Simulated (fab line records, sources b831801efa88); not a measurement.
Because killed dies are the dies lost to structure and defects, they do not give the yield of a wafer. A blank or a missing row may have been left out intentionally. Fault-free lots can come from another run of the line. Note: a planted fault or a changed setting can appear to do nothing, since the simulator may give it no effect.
fab line records ; flow sky130 ; part 1 of 2: steps 1 to 43 of 44
[record] lots = 6; wafers = 16; last-day = 50
route steps=708 shown METAL2@497 VIA2@507 METAL3@532 CAPM@537 PAD_OPEN@708
lots with no fault: from the same line, run without faults
start-h: start of the lot's first displayed wafer, in hours after the record's first day ; wait-h: how many hours have passed since the lot's step before this one ; " as in the row above ; L1.1+2: several wafers, shown together as one row ; - either no value or no given start ; * or withheld: withheld ; < > ~ a bound
route shown NAME@n: a module of which the file shows steps, and the number in the route of the first ; usual: the fault-free wafers' mean and standard deviation ; same: alike in all rows ; chamber/n: place in a boat ; sites: each site's reading ; _std_site: standard deviation of those values ; _edge_site: mean of outer sites minus mean of inner sites ; radius-mm: how far each site lies from the wafer's centre ; mask NAME#n: copy n ; behind: the most recent tool/chamber to have shaped the wafer ; hold: why the lot went on hold/how many hours it stayed there/how the hold came to an end ; device: which transistor (n, p or np) failed to switch ; end of line: the route-end tests of the same wafers ; step lacking rows: just its recipe ; killed: at the first sort, the dies lost to defects and structure; wafer yield is something else ; map: a wafer's dies, marking killed ones x, the rest . and places with no die _
set.NAME: the run value of the setting; set.NAME@STEP: its run value at that earlier step ; model.NAME: the simulator's own value behind a step, which no gauge read
lots at some steps of the route; a table a step, a row a wafer
services: a tool's chamber out of use, with start hour (start-h, from the record's first day; less than 0 if before it), hours out, and reason
[[steps]]
[step SKY_METAL2_DEVELOP_14]
[recipe] develop-time-s = 60; resist = KrF-thick; dev-temp-c = 21
[step SKY_METAL2_CD_MEAS_15]
[recipe] target-cd-nm = 140
[usual] cd-nm = 140.1/1.4
lot.wafer;tool;chamber;start-h;wait-h;cd-nm
L138.2;cd-sem-01;-;848.12;-;141.2
L138.3;cd-sem-01;-;848.12;-;139.7
L138.6;cd-sem-01;-;848.12;-;140.6
L143.4;cd-sem-01;-;901.85;-;141.4
L143.6;cd-sem-01;-;901.85;-;140.9
L146.2;cd-sem-02;-;908.02;-;141.2
L146.4;cd-sem-02;-;908.02;-;141.9
L154.1;cd-sem-02;-;955.55;-;137.6
L154.2;cd-sem-02;-;955.55;-;137.8
L154.5;cd-sem-02;-;955.55;-;136.7
L156.2;cd-sem-01;-;958.61;-;139.1
L156.3;cd-sem-01;-;958.61;-;138.0
L156.6;cd-sem-01;-;958.61;-;139.4
L160.3;cd-sem-01;-;985.64;-;140.4
L160.4;cd-sem-01;-;985.64;-;141.0
L160.5;cd-sem-01;-;985.64;-;140.4
[step SKY_METAL2_OVL_MEAS_16]
[usual] METAL2_OVL = -1/6.7
lot.wafer;tool;chamber;start-h;wait-h;METAL2_OVL[nm]
L138.2;overlay-01;-;848.22;0.1;-6
L138.3;overlay-01;-;848.22;0.1;4
L138.6;overlay-01;-;848.22;0.1;-2
L143.4;overlay-02;-;901.92;0.1;10
L143.6;overlay-02;-;901.92;0.1;14
L146.2;overlay-02;-;908.12;0.1;-4
L146.4;overlay-02;-;908.12;0.1;-4
L154.1;overlay-01;-;955.67;0.1;4
L154.2;overlay-01;-;955.67;0.1;-5
L154.5;overlay-01;-;955.67;0.1;-6
L156.2;overlay-01;-;958.72;0.1;19
L156.3;overlay-01;-;958.72;0.1;10
L156.6;overlay-01;-;958.72;0.1;23
L160.3;overlay-01;-;985.73;0.1;13
L160.4;overlay-01;-;985.73;0.1;2
L160.5;overlay-01;-;985.73;0.1;10
[step SKY_METAL2_DESCUM_17]
[recipe] chemistry = O2; source-power-w = 150; bias-power-w = 0; pressure-mtorr = 10; temp-c = 40; time-s = 8
[step SKY_METAL2_ETCH_18]
[recipe] chemistry = N2/H2; target = BARC; ion-energy-ev = 200; bias-w = 100; pressure-mtorr = 30; n2-flow-sccm = 100; h2-flow-sccm = 200; icp-w = 500; stop-on = SiO2; time-s = 45.9; target-depth-a = 600
[usual] drypump-motor-current-A = 5.88/0.16; h2-flow-sccm = 200.1/0.64; oes-product-au = 0.854/0.0051; throttle-valve-pct = 13.225/0.0093
lot.wafer;tool;chamber;start-h;wait-h;drypump-motor-current-A;h2-flow-sccm;oes-product-au;rf-hours-counter-h;throttle-valve-pct
L138.2;rie-metal-04;0;848.28;0.0;5.75;199.9;0.858;16;13.211
L138.3;rie-metal-04;0;848.28;0.0;5.73;200.9;0.867;-;13.231
L138.6;rie-metal-04;0;848.28;0.0;5.76;199.8;0.860;-;13.217
L143.4;rie-metal-01;0;902.07;0.1;6.03;200.1;0.855;-;13.221
L143.6;rie-metal-01;0;902.07;0.1;6.03;200.4;0.856;-;13.222
L146.2;rie-metal-02;1;908.18;0.0;5.68;200.7;0.855;1;13.213
L146.4;rie-metal-02;0;908.18;0.0;6.14;199.4;0.860;-;13.237
L154.1;rie-metal-04;1;955.74;0.0;5.79;200.3;0.855;6;13.211
L154.2;rie-metal-04;0;955.74;0.0;5.74;198.6;0.858;1;13.215
L154.5;rie-metal-04;1;955.74;0.0;5.79;200.3;0.845;-;13.214
L156.2;rie-metal-02;1;958.78;0.0;5.68;199.8;0.853;4;13.220
L156.3;rie-metal-02;1;958.78;0.0;5.65;200.2;0.853;-;13.234
L156.6;rie-metal-02;1;958.78;0.0;5.67;200.2;0.856;-;13.231
L160.3;rie-metal-01;1;985.80;0.0;5.95;200.4;0.860;-;13.233
L160.4;rie-metal-01;0;985.80;0.0;6.05;198.9;0.864;-;13.228
L160.5;rie-metal-01;1;985.80;0.0;5.97;199.7;0.848;-;13.236
[step SKY_METAL2_METAL_ETCH_19]
[recipe] target-depth-a = 3600; stop-on = SiO2; over-etch-frac = 0.3; time-s = 78; chemistry = Cl2/BCl3; resist-sidewall-deg = 88; pressure-mtorr = 10; icp-w = 900; bias-w = 48.5; Cl2_flow_sccm = 60; bcl3-flow-sccm = 30
[step SKY_METAL2_STRIP_20]
[recipe] chemistry = O2/N2; power-w = 1400; pressure-mtorr = 1500; platen-temp-c = withheld; o2-flow-sccm = 3000; n2-flow-sccm = 300; overash-fraction = 0.5
[usual] drypump-motor-current-A = 5.7/0.42; oes-product-au = 0.345/0.0048; strip-time-to-endpoint-s = 2.73/0.034
lot.wafer;tool;chamber;start-h;wait-h;drypump-motor-current-A;oes-product-au;rf-hours-counter-h;strip-time-to-endpoint-s
L138.2;plasma-asher-03;0;848.44;0.1;6.2;0.344;102;2.78
L138.3;plasma-asher-03;0;848.44;0.1;6.2;0.341;-;2.79
L138.6;plasma-asher-03;0;848.44;0.1;6.1;0.345;-;2.79
L143.4;plasma-asher-01;0;902.35;0.1;5.2;0.346;-;2.70
L143.6;plasma-asher-01;1;902.35;0.1;6.2;0.345;-;2.74
L146.2;plasma-asher-04;1;908.34;0.1;6.0;0.347;18;2.75
L146.4;plasma-asher-04;0;908.34;0.1;5.2;0.342;-;2.73
L154.1;plasma-asher-01;0;955.89;0.1;5.2;0.333;52;2.64
L154.2;plasma-asher-01;1;955.89;0.1;6.2;0.342;52;2.69
L154.5;plasma-asher-01;0;955.89;0.1;5.2;0.342;-;2.66
L156.2;plasma-asher-04;0;958.94;0.1;5.2;0.347;23;2.75
L156.3;plasma-asher-04;1;958.94;0.1;6.0;0.345;-;2.72
L156.6;plasma-asher-04;0;958.94;0.1;5.2;0.343;-;2.74
L160.3;plasma-asher-01;1;985.97;0.1;6.2;0.346;-;2.69
L160.4;plasma-asher-01;0;985.97;0.1;5.2;0.348;-;2.73
L160.5;plasma-asher-01;0;985.97;0.1;5.3;0.342;-;2.71
[step SKY_METAL2_STRIP_21]
[recipe] chemistry = post-etch-residue-remover; time-s = 1200; temp-c = 72.5
[step SKY_METAL2_CLEAN_22]
[recipe] chemistry = IPA; time-s = 180; temp-c = 25
[step SKY_METAL2_CLEAN_23]
[recipe] chemistry = O3/DIW; dry = n2-spin
[step SKY_VIA2_HDPCVD_00]
[recipe] material = SiO2; target-thk-nm = 1180; sigma-open-frac = 0.3; time-s = 196.7; temp-c = 400; sih4-flow-sccm = 60; pressure-mtorr = 6
[step SKY_VIA2_THK_MEAS_01]
[recipe] reads = SiO2_of_VIA2_HDPCVD_00
[usual] VIA2_HDPCVD_THK = 1181/11
lot.wafer;tool;chamber;start-h;wait-h;VIA2_HDPCVD_THK[nm]
L138.2;film-metro-04;-;849.17;0.1;1178
L138.3;film-metro-04;-;849.17;0.1;1176
L138.6;film-metro-04;-;849.17;0.1;1170
L143.4;film-metro-04;-;903.06;0.0;1167
L143.6;film-metro-04;-;903.06;0.0;1177
L146.2;film-metro-04;-;909.07;0.1;1200
L146.4;film-metro-04;-;909.07;0.1;1202
L154.1;film-metro-03;-;956.62;0.1;1185
L154.2;film-metro-03;-;956.62;0.1;1195
L154.5;film-metro-03;-;956.62;0.1;1184
L156.2;film-metro-04;-;959.66;0.1;1191
L156.3;film-metro-04;-;959.66;0.1;1190
L156.6;film-metro-04;-;959.66;0.1;1175
L160.3;film-metro-03;-;986.67;0.1;1186
L160.4;film-metro-03;-;986.67;0.1;1185
L160.5;film-metro-03;-;986.67;0.1;1180
[step SKY_VIA2_CMP_02]
[recipe] material = SiO2; down-force-psi = 4; platen-rpm = 60; pad-velocity-m-s = 0.94248
[usual] motor-current-A = 11.5/1.8
lot.wafer;tool;chamber;start-h;wait-h;motor-current-A;model.SiO2_of_VIA2_HDPCVD_00.thk-nm
L138.3;cmp-01;1;849.27;0.1;12.5;495.1
L138.2;cmp-01;3;849.27;0.1;11.5;496
L138.6;cmp-01;1;849.27;0.1;12.2;495.7
L143.4;cmp-01;1;903.14;0.1;12.8;445.1
L143.6;cmp-01;0;903.14;0.1;8.7;495.3
L146.4;cmp-01;1;909.17;0.1;13.1;446.3
L146.2;cmp-01;3;909.17;0.1;10.7;445.4
L154.2;cmp-02;3;956.73;0.1;12.1;496.2
L154.1;cmp-02;0;956.73;0.1;11.0;497.2
L154.5;cmp-02;3;956.73;0.1;11.8;498.2
L156.3;cmp-02;0;959.76;0.1;10.9;496.9
L156.2;cmp-02;2;959.76;0.1;15.0;496
L156.6;cmp-02;0;959.76;0.1;10.9;497.4
L160.3;cmp-02;1;986.71;0.0;11.0;494.5
L160.4;cmp-02;2;986.71;0.0;14.7;494.8
L160.5;cmp-02;2;986.71;0.0;15.1;493
[step SKY_VIA2_BOW_MEAS_03]
[recipe] mode = bow
[usual] VIA2_BOW = 86/7.8
lot.wafer;tool;chamber;start-h;wait-h;VIA2_BOW[um]
L138.2;film-metro-04;-;849.54;0.1;77
L138.3;film-metro-04;-;849.54;0.1;79
L138.6;film-metro-04;-;849.54;0.1;93
L143.4;film-metro-01;-;903.45;0.3;83
L143.6;film-metro-01;-;903.45;0.3;91
L146.2;film-metro-01;-;909.44;0.1;86
L146.4;film-metro-01;-;909.44;0.1;94
L154.1;film-metro-04;-;956.98;0.1;96
L154.2;film-metro-04;-;956.98;0.1;99
L154.5;film-metro-04;-;956.98;0.1;101
L156.2;film-metro-03;-;960.03;0.1;80
L156.3;film-metro-03;-;960.03;0.1;89
L156.6;film-metro-03;-;960.03;0.1;89
L160.3;film-metro-04;-;987.05;0.3;101
L160.4;film-metro-04;-;987.05;0.3;96
L160.5;film-metro-04;-;987.05;0.3;85
[step SKY_VIA2_DEHYDRATE_04]
[recipe] temp-c = 200; time-s = 60
[step SKY_VIA2_HMDS_05]
[recipe] prime-time-s = 60; prime-temp-c = 120
[step SKY_VIA2_COAT_06]
[recipe] resist = BARC; temp-c = withheld; time-s = withheld; spin-rpm = 3000; resist-thk-nm = 60
[step SKY_VIA2_COAT_07]
[recipe] resist = KrF-thick; spin-rpm = 3000; resist-thk-nm = 450
[step SKY_VIA2_SOFTBAKE_08]
[recipe] temp-c = 100; time-s = 90; resist = KrF-thick
[step SKY_VIA2_EXPOSE_09]
[recipe] mask-id = VIM2; na = 0.8; source-shape = annular; sigma-inner = 0.55; sigma-outer = 0.85; target-cd-nm = 200; dose-mj = 38
[step SKY_VIA2_PEB_10]
[recipe] peb-temp-c = withheld; peb-time-s = withheld; resist = KrF-thick
[step SKY_VIA2_DEVELOP_11]
[recipe] develop-time-s = 60; resist = KrF-thick; dev-temp-c = 21
[step SKY_VIA2_CD_MEAS_12]
[recipe] target-cd-nm = 200
[usual] cd-nm = 200.1/1.6
lot.wafer;tool;chamber;start-h;wait-h;cd-nm
L138.2;cd-sem-01;-;875.82;-;201.2
L138.3;cd-sem-01;-;875.82;-;201.5
L138.6;cd-sem-01;-;875.82;-;199.6
L143.4;cd-sem-02;-;928.56;-;201.3
L143.6;cd-sem-02;-;928.56;-;201.8
L146.2;cd-sem-02;-;933.67;-;197.1
L146.4;cd-sem-02;-;933.67;-;195.4
L154.1;cd-sem-01;-;980.65;-;198.7
L154.2;cd-sem-01;-;980.65;-;199.3
L154.5;cd-sem-01;-;980.65;-;200.0
L156.2;cd-sem-01;-;983.97;-;201.6
L156.3;cd-sem-01;-;983.97;-;202.3
L156.6;cd-sem-01;-;983.97;-;199.1
L160.3;cd-sem-01;-;1010.09;-;199.8
L160.4;cd-sem-01;-;1010.09;-;199.1
L160.5;cd-sem-01;-;1010.09;-;200.0
[step SKY_VIA2_OVL_MEAS_13]
[usual] VIA2_OVL = -1/5.2
lot.wafer;tool;chamber;start-h;wait-h;VIA2_OVL[nm]
L138.2;overlay-02;-;875.93;0.1;-9
L138.3;overlay-02;-;875.93;0.1;-15
L138.6;overlay-02;-;875.93;0.1;-16
L143.4;overlay-01;-;928.64;0.1;-3
L143.6;overlay-01;-;928.64;0.1;4
L146.2;overlay-01;-;933.77;0.1;3
L146.4;overlay-01;-;933.77;0.1;3
L154.1;overlay-01;-;980.77;0.1;5
L154.2;overlay-01;-;980.77;0.1;7
L154.5;overlay-01;-;980.77;0.1;6
L156.2;overlay-02;-;984.07;0.1;-5
L156.3;overlay-02;-;984.07;0.1;1
L156.6;overlay-02;-;984.07;0.1;-5
L160.3;overlay-01;-;1010.19;0.1;-3
L160.4;overlay-01;-;1010.19;0.1;-4
L160.5;overlay-01;-;1010.19;0.1;1
[step SKY_VIA2_ETCH_14]
[recipe] chemistry = N2/H2; target = BARC; ion-energy-ev = 200; source-w = 500; bias-w = 100; pressure-mtorr = 30; n2-flow-sccm = 100; h2-flow-sccm = 200; stop-on = SiO2; time-s = 45.9; target-depth-a = 600
[usual] drypump-motor-current-A = 5.7/0.42; h2-flow-sccm = 200.0/0.58; oes-product-au = 0.855/0.0047; throttle-valve-pct = 13.223/0.0092
lot.wafer;tool;chamber;start-h;wait-h;drypump-motor-current-A;h2-flow-sccm;oes-product-au;rf-hours-counter-h;throttle-valve-pct
L138.2;rie-diel-02;3;875.96;0.0;6.5;199.8;0.857;7;13.230
L138.3;rie-diel-02;2;875.96;0.0;5.8;200.3;0.849;6;13.222
L138.6;rie-diel-02;1;875.96;0.0;6.3;200.7;0.860;-;13.207
L143.4;rie-diel-02;1;928.66;0.0;6.3;200.4;0.856;8;13.224
L143.6;rie-diel-02;3;928.66;0.0;6.5;198.9;0.849;-;13.208
L146.2;rie-diel-04;3;933.80;0.0;5.5;200.4;0.857;9;13.245
L146.4;rie-diel-04;1;933.80;0.0;5.7;199.5;0.855;10;13.205
L154.1;rie-diel-02;0;980.80;0.0;5.2;199.2;0.860;10;13.220
L154.2;rie-diel-02;2;980.80;0.0;5.8;200.0;0.860;8;13.230
L154.5;rie-diel-02;2;980.80;0.0;5.8;199.5;0.853;-;13.224
L156.2;rie-diel-04;0;984.10;0.0;5.2;200.9;0.858;22;13.228
L156.3;rie-diel-04;3;984.10;0.0;5.5;199.3;0.855;10;13.216
L156.6;rie-diel-04;2;984.10;0.0;5.9;200.6;0.858;-;13.235
L160.3;rie-diel-04;1;1010.21;0.0;5.7;200.4;0.856;12;13.234
L160.4;rie-diel-04;0;1010.21;0.0;5.2;199.6;0.849;22;13.226
L160.5;rie-diel-04;2;1010.21;0.0;5.9;200.4;0.854;-;13.221
[step SKY_VIA2_ETCH_15]
[recipe] target = SiO2; chemistry = C4F8/O2/Ar; target-depth-nm = 546; stop-on = TiN; mask-material = KrF-thick; source-w = 1500; bias-w = 1200; pressure-mtorr = 40; c4f8-flow-sccm = withheld; O2_flow_sccm = 6; Ar_flow_sccm = 300; time-s = 84
[usual] oes-product-au = 0.941/0.0044
lot.wafer;tool;chamber;start-h;wait-h;oes-product-au;rf-hours-counter-h;model.etch.depth-nm;model.VIA2.feature-depth-nm
L138.2;rie-diel-02;3;876.00;0.0;0.938;7;496;496
L138.3;rie-diel-02;2;876.00;0.0;0.943;6;495.1;495.1
L138.6;rie-diel-02;1;876.00;0.0;0.947;-;495.7;495.7
L143.4;rie-diel-02;1;928.70;0.0;0.886;8;445.1;445.1
L143.6;rie-diel-02;3;928.70;0.0;0.939;-;495.3;495.3
L146.2;rie-diel-04;3;933.84;0.0;0.882;9;445.4;445.4
L146.4;rie-diel-04;1;933.84;0.0;0.883;10;446.3;446.3
L154.1;rie-diel-02;0;980.85;0.0;0.942;10;497.2;497.2
L154.2;rie-diel-02;2;980.85;0.0;0.952;8;496.2;496.2
L154.5;rie-diel-02;2;980.85;0.0;0.943;-;498.2;498.2
L156.2;rie-diel-04;0;984.15;0.0;0.941;22;496;496
L156.3;rie-diel-04;3;984.15;0.0;0.947;10;496.9;496.9
L156.6;rie-diel-04;2;984.15;0.0;0.942;-;497.4;497.4
L160.3;rie-diel-04;1;1010.25;0.0;0.935;12;494.5;494.5
L160.4;rie-diel-04;0;1010.25;0.0;0.943;22;494.8;494.8
L160.5;rie-diel-04;2;1010.25;0.0;0.943;-;493;493
[step SKY_VIA2_STRIP_16]
[recipe] chemistry = O2/N2; power-w = 1400; pressure-mtorr = 1500; platen-temp-c = withheld; o2-flow-sccm = 3000; n2-flow-sccm = 300; overash-fraction = 0.5
[step SKY_VIA2_STRIP_17]
[recipe] chemistry = post-etch-residue-remover; time-s = 1200; temp-c = 72.5
[step SKY_VIA2_CLEAN_18]
[recipe] chemistry = IPA; time-s = 180; temp-c = 25
[step SKY_VIA2_CLEAN_19]
[recipe] chemistry = O3/DIW; dry = n2-spin
[step SKY_VIA2_SPUTTER_20]
[recipe] material = TiN; target-thk-nm = 20; chamber-pressure-pa = 5; power-w = 4000; time-s = 80
[step SKY_VIA2_CVD_21]
[recipe] material = W; target-thk-nm = 420; time-s = 126.4; temp-c = 400; pressure-torr = 40
[step SKY_VIA2_RS_MEAS_22]
[recipe] thk-meas-gauge = four-point-probe; reads = W_of_VIA2_CVD_21+TiN_of_VIA2_SPUTTER_20
[usual] VIA2_W_RS = 0.272/0.003
lot.wafer;tool;chamber;start-h;wait-h;VIA2_W_RS[ohm/sq]
L138.2;film-metro-01;-;876.87;0.1;0.272
L138.3;film-metro-01;-;876.87;0.1;0.269
L138.6;film-metro-01;-;876.87;0.1;0.275
L143.4;film-metro-03;-;929.66;0.1;0.277
L143.6;film-metro-03;-;929.66;0.1;0.271
L146.2;film-metro-01;-;934.71;0.1;0.273
L146.4;film-metro-01;-;934.71;0.1;0.267
L154.1;film-metro-04;-;981.69;0.1;0.269
L154.2;film-metro-04;-;981.69;0.1;0.272
L154.5;film-metro-04;-;981.69;0.1;0.273
L156.2;film-metro-04;-;985.01;0.1;0.274
L156.3;film-metro-04;-;985.01;0.1;0.276
L156.6;film-metro-04;-;985.01;0.1;0.270
L160.3;film-metro-04;-;1011.14;0.1;0.275
L160.4;film-metro-04;-;1011.14;0.1;0.274
L160.5;film-metro-04;-;1011.14;0.1;0.271
[step SKY_VIA2_THK_MEAS_23]
[recipe] thk-meas-gauge = xrf; reads = W_of_VIA2_CVD_21
[usual] VIA2_W_THK = 434/6.9
lot.wafer;tool;chamber;start-h;wait-h;VIA2_W_THK[nm]
L138.2;film-metro-01;-;876.98;0.1;435
L138.3;film-metro-01;-;876.98;0.1;439
L138.6;film-metro-01;-;876.98;0.1;427
L143.4;film-metro-03;-;929.75;0.1;422
L143.6;film-metro-03;-;929.75;0.1;430
L146.2;film-metro-01;-;934.82;0.1;438
L146.4;film-metro-01;-;934.82;0.1;448
L154.1;film-metro-04;-;981.81;0.1;440
L154.2;film-metro-04;-;981.81;0.1;440
L154.5;film-metro-04;-;981.81;0.1;437
L156.2;film-metro-04;-;985.12;0.1;423
L156.3;film-metro-04;-;985.12;0.1;421
L156.6;film-metro-04;-;985.12;0.1;431
L160.3;film-metro-04;-;1011.24;0.1;422
L160.4;film-metro-04;-;1011.24;0.1;422
L160.5;film-metro-04;-;1011.24;0.1;429
[step SKY_VIA2_CMP_24]
[recipe] stop-on = SiO2; t-overpolish-s = 20; down-force-psi = 3.5; platen-rpm = 60; target-thk-nm = 0; pad-velocity-m-s = 0.94248
[usual] motor-current-A = 10.5/1.6
lot.wafer;tool;chamber;start-h;wait-h;motor-current-A
L138.3;cmp-02;1;877.03;0.0;9.7
L138.2;cmp-02;2;877.03;0.0;13.8
L138.6;cmp-02;2;877.03;0.0;13.8
L143.4;cmp-01;3;930.58;0.8;10.0
L143.6;cmp-01;1;930.58;0.8;11.2
L146.4;cmp-01;3;934.92;0.1;9.1
L146.2;cmp-01;0;934.92;0.1;8.3
L154.2;cmp-01;0;981.87;0.0;8.4
L154.1;cmp-01;1;981.87;0.0;12.3
L154.5;cmp-01;1;981.87;0.0;11.9
L156.3;cmp-01;1;985.17;0.0;11.9
L156.2;cmp-01;3;985.17;0.0;9.3
L156.6;cmp-01;2;985.17;0.0;11.2
L160.4;cmp-01;0;1011.57;0.3;7.9
L160.3;cmp-01;1;1011.57;0.3;11.4
L160.5;cmp-01;0;1011.57;0.3;8.4
[step SKY_METAL3_SPUTTER_00]
[recipe] material = Ti; target-thk-nm = 15; power-w = 3000; time-s = 10; chamber-pressure-pa = 0.4
[step SKY_METAL3_SPUTTER_01]
[recipe] material = TiN; target-thk-nm = 20; power-w = 6500; time-s = 16.7; chamber-pressure-pa = 0.4
[step SKY_METAL3_SPUTTER_02]
[recipe] material = AlCu; target-thk-nm = 735; power-w = 10600; time-s = 39.1; chamber-pressure-pa = 0.4
[usual] throttle-valve-pct = 30.4/0.67
lot.wafer;tool;chamber;start-h;wait-h;throttle-valve-pct
L138.2;pvd-sputter-02;-;877.38;0.0;31.2
L138.3;pvd-sputter-02;-;877.38;0.0;30.8
L138.6;pvd-sputter-02;-;877.38;0.0;30.8
L143.4;pvd-sputter-02;-;930.78;0.0;30.7
L143.6;pvd-sputter-02;-;930.78;0.0;31.4
L146.2;pvd-sputter-02;-;935.22;0.0;29.7
L146.4;pvd-sputter-02;-;935.22;0.0;31.4
L154.1;pvd-sputter-03;-;982.22;0.0;30.1
L154.2;pvd-sputter-03;-;982.22;0.0;30.8
L154.5;pvd-sputter-03;-;982.22;0.0;31.4
L156.2;pvd-sputter-04;-;985.52;0.0;30.3
L156.3;pvd-sputter-04;-;985.52;0.0;30.2
L156.6;pvd-sputter-04;-;985.52;0.0;30.2
L160.3;pvd-sputter-04;-;1011.87;0.0;30.5
L160.4;pvd-sputter-04;-;1011.87;0.0;30.1
L160.5;pvd-sputter-04;-;1011.87;0.0;30.1
[step SKY_METAL3_SPUTTER_03]
[recipe] material = Ti; target-thk-nm = 5; power-w = 3000; time-s = 3.3; chamber-pressure-pa = 0.4
[step SKY_METAL3_SPUTTER_04]
[recipe] material = TiN; target-thk-nm = 70; power-w = 6500; time-s = 58.3; chamber-pressure-pa = 0.4
[step SKY_CAPM_CVD_00]
[recipe] material = SiO2; target-thk-nm = 15.5; temp-c = 400; time-s = withheld; rf-w = 450
[step SKY_CAPM_THK_MEAS_01]
[recipe] reads = SiO2_of_CAPM_CVD_00
[usual] CAPM_CVD_00_THK = 15.51/0.19
lot.wafer;tool;chamber;start-h;wait-h;CAPM_CVD_00_THK[nm]
L138.2;film-metro-04;-;877.51;-;15.44
L138.3;film-metro-04;-;877.51;-;15.44
L138.6;film-metro-04;-;877.51;-;15.74
L143.4;film-metro-02;-;930.95;-;15.66
L143.6;film-metro-02;-;930.95;-;15.60
L146.2;film-metro-03;-;935.36;-;15.27
L146.4;film-metro-03;-;935.36;-;15.58
L154.1;film-metro-04;-;982.35;-;15.21
L154.2;film-metro-04;-;982.35;-;15.47
L154.5;film-metro-04;-;982.35;-;15.39
L156.2;film-metro-02;-;985.66;-;15.17
L156.3;film-metro-02;-;985.66;-;15.33
L156.6;film-metro-02;-;985.66;-;15.51
L160.3;film-metro-03;-;1012.01;-;15.47
L160.4;film-metro-03;-;1012.01;-;15.85
L160.5;film-metro-03;-;1012.01;-;15.44
[step SKY_METAL3_METAL_ETCH_18]
[recipe] target-depth-a = 8450; stop-on = SiO2; over-etch-frac = 0.3; time-s = 183.1; chemistry = Cl2/BCl3; resist-sidewall-deg = 88; pressure-mtorr = 10; icp-w = 900; bias-w = 48.5; Cl2_flow_sccm = 60; bcl3-flow-sccm = 30
[usual] drypump-motor-current-A = 5.91/0.26; oes-product-au = 0.865/0.0059; throttle-valve-pct = 22.265/0.0085
lot.wafer;tool;chamber;start-h;wait-h;drypump-motor-current-A;oes-product-au;rf-hours-counter-h;throttle-valve-pct;model.SiO2_of_VIA2_HDPCVD_00.thk-nm
L138.2;rie-metal-02;1;928.42;0.1;5.62;0.869;-;22.273;466.8
L138.3;rie-metal-02;1;928.42;0.1;5.63;0.866;-;22.261;465.6
L138.6;rie-metal-02;1;928.42;0.1;5.61;0.863;-;22.276;466.4
L143.4;rie-metal-04;1;979.21;0.1;5.77;0.863;-;22.272;415.2
L143.6;rie-metal-04;0;979.21;0.1;5.75;0.861;-;22.254;465.5
L146.2;rie-metal-04;1;983.56;0.0;5.77;0.866;7.5;22.266;415.6
L146.4;rie-metal-04;1;983.56;0.0;5.77;0.870;-;22.270;416.4
L154.1;rie-metal-02;0;1028.45;0.0;6.14;0.861;5.5;22.273;467.7
L154.2;rie-metal-02;1;1028.45;0.0;5.64;0.869;7.6;22.259;466.7
L154.5;rie-metal-02;0;1028.45;0.0;6.13;0.860;-;22.250;468.8
L156.2;rie-metal-03;1;1031.75;0.0;6.36;0.871;8.5;22.281;465.9
L156.3;rie-metal-03;0;1031.75;0.0;5.82;0.866;-;22.260;467.3
L156.6;rie-metal-03;0;1031.75;0.0;5.81;0.869;-;22.266;468.1
L160.3;rie-metal-03;1;1057.45;0.1;6.39;0.864;-;22.270;464.9
L160.4;rie-metal-03;0;1057.45;0.1;5.84;0.863;-;22.261;465
L160.5;rie-metal-03;1;1057.45;0.1;6.40;0.860;-;22.268;463
[[key]]
[first-sign] step = SKY_VIA2_ETCH_15; reading = oes-product-au; direction = down; sigmas = 13; usual = 0.941; struck = 0.884
effect none on later readings
[model-effect] step = SKY_VIA2_CMP_02; value = SiO2_of_VIA2_HDPCVD_00.thk-nm; without = 495.1; struck = 445.6
[model-effect] step = SKY_VIA2_ETCH_15; value = etch.depth-nm; without = 495.1; struck = 445.6
[model-effect] step = SKY_METAL3_METAL_ETCH_18; value = SiO2_of_VIA2_HDPCVD_00.thk-nm; without = 465.3; struck = 415.8
met-at SKY_VIA2_CMP_02
struck-wafers L143.4,L146.2,L146.4
onset-between 849.27 903.14
[fault] kind = process-parameter-drift; tool = cmp-01; chamber = -; onset-h = 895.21; steps = SKY_VIA2_CMP_02; channel = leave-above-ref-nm; offset = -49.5; shape = step; end-h = 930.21; scope = struck-wafers-only; acts-in = these-recipes-only; stated = 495
